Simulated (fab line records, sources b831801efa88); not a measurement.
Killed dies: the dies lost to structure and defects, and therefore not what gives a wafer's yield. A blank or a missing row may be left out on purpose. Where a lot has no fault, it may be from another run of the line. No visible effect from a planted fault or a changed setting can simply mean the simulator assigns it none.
8D (eight disciplines) problem report, filled in by code / flow sky130 / the parts of the form that need people (team, actions taken, sign-off) are left out

1. WHAT IS WRONG
Wafers free of any fault read 929 nm (standard deviation 8.8) for LI_CONTACT_HDPCVD_THK at SKY_LI_CONTACT_THK_MEAS_01, against a mean of 1063 nm on 3 wafers of 2 lots. That puts it +15 standard deviations away from the usual mean.
Seen first at day 35 05:28 on film_metro-01, wafer L924.3. At this step, 33 wafers from 11 lots have a number in the record. Rule for "out" (also "out of limits"): further than 4 standard deviations from the usual mean. Any other wafer with a number is counted as sound.

2. WHAT IT IS AND WHAT IT IS NOT
question=which readings at this step | is=LI_CONTACT_HDPCVD_THK | is not=-
question=which lots | is=L924, L926 | is not=L903, L906, L907, L908, L909, L910, L911, L912, L913
question=which wafers of those lots | is=L924.3, L924.5, L926.4 | is not=L924.2, L926.1, L926.5
question=read on which gauges | is=film_metro-01 | is not=film_metro-02, film_metro-03
question=when | is=from day 35 05:28 | is not=up to then (28 sound wafers); but 2 sound wafers of L926 came after

3. SUSPECTS, AND WHAT RULES EACH OUT
Counting: any tool at a process step up to the reading remains a suspect provided it ran every lot that is out. Sound lots after the first of them don't rule it out here, since some wafers of a struck lot are sound.
- the gauge at SKY_LI_CONTACT_THK_MEAS_01 is ruled out. All the wafers that are out were read on film_metro-01, but those of them that SKY_LI_CONTACT_HDPCVD_00 has rows for are out there too, on other tools.
- hdpcvd-02 at SKY_LI_CONTACT_HDPCVD_00 (deposits PSG, target thk 930 nm, time 155 s): kept. It ran every lot that is out, first L924 (day 35 05:21); its last sound lot up to then is L911 (day 32 12:48). On those wafers its own readings are out: run_length_s.
- The sound lot-mates ran in chamber 1 of hdpcvd-02 at SKY_LI_CONTACT_HDPCVD_00, but the wafers that are out ran in chamber 0.
Remaining after the count: hdpcvd-02 at SKY_LI_CONTACT_HDPCVD_00.

4. THE CAUSE (what the simulator had put in)
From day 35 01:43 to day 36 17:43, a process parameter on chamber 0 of hdpcvd-02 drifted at SKY_LI_CONTACT_HDPCVD_00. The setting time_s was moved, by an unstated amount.
This tool alone remained once counting was done.

5. THE CHAIN OF EFFECTS, in route order
One row per reading whose mean, taken over the struck wafers that have a number, lies over 3 standard deviations from the usual. Readings are gone through only where the record gives a usual standard deviation; hours: the median, over the lots, of the time from a lot's start at the first step in this table giving one to that lot's start at this step; sigmas: the change measured in usual standard deviations.
hours=0; step=SKY_LI_CONTACT_HDPCVD_00; reading=run_length_s; usual=182.6 s; on struck wafers=204.7; change=+22.1; sigmas=+39
hours=0; step=SKY_LI_CONTACT_THK_MEAS_01; reading=LI_CONTACT_HDPCVD_THK; usual=929 nm; on struck wafers=1063; change=+134; sigmas=+15
hours=0; step=SKY_LI_CONTACT_CMP_02; reading=time_to_endpoint_s; usual=31.6 s; on struck wafers=43.6; change=+12.0; sigmas=+4.4
It contains these process steps:
- SKY_LI_CONTACT_HDPCVD_00: deposits PSG, target thk 930 nm, time 155 s.
- SKY_LI_CONTACT_CMP_02: polishes PSG.

6. HOW IT WOULD HAVE BEEN CAUGHT EARLIER
The first out-of-limits reading at a measuring or inspecting step in this record came at day 35 05:28, 4 hours after the fault's start at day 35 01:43.
At SKY_LI_CONTACT_HDPCVD_00, the tool's own readings (run_length_s) were out on each struck wafer the step has a row for, so an alarm limit on them would have fired on the first such wafer.
Of the lots that are out (2), L926 began SKY_LI_CONTACT_HDPCVD_00 on hdpcvd-02 after day 35 05:28. Holding the tool at that time would have saved it.
